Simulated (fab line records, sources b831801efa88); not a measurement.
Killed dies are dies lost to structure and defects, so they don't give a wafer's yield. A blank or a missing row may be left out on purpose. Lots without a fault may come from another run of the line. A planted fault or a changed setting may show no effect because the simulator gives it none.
Which tool did it? | flow gf180mcu | 6 lots, 18 wafers sampled, at 1 step of a route of 602

WHAT THE GAUGES READ, wafer by wafer
GF_V4_OVL_MEAS_15.
lot  | measured     | on         | V4_OVL (nm)
L307 | day 24 23:41 | overlay-01 | -5 1 -6
L313 | day 26 23:49 | overlay-02 | 5 9 1
L315 | day 27 17:09 | overlay-02 | -8 2 1
L322 | day 29 14:50 | overlay-02 | 11 5 4
L323 | day 30 05:05 | overlay-02 | 4 6 7
L328 | day 31 08:24 | overlay-02 | -1 -5 -1

WHICH TOOL RAN EACH LOT (tool, then ch and the chambers of the sampled wafers, then the start)
The record holds no process step before these readings.

THE ANSWER, worked out from the rows above alone
Rule: what is usual is taken from the lots themselves. Put in order of their means at a reading, lots are off if they are a third of the lots or fewer, leave a main group of 4 or more, and stand apart from it by a gap of 3 or more times the standard deviation of the main group's means; of several such gaps the widest counts. A main group whose means are all the same, to the digits that the tables above print for the reading, isn't used. A lot without any number at a reading at which 4 lots or more have one is off too. The other lots that the step has rows for count as sound.
No lot is off at any reading shown: from this, nothing can be told.

WHAT THE SIMULATOR HAD PUT IN
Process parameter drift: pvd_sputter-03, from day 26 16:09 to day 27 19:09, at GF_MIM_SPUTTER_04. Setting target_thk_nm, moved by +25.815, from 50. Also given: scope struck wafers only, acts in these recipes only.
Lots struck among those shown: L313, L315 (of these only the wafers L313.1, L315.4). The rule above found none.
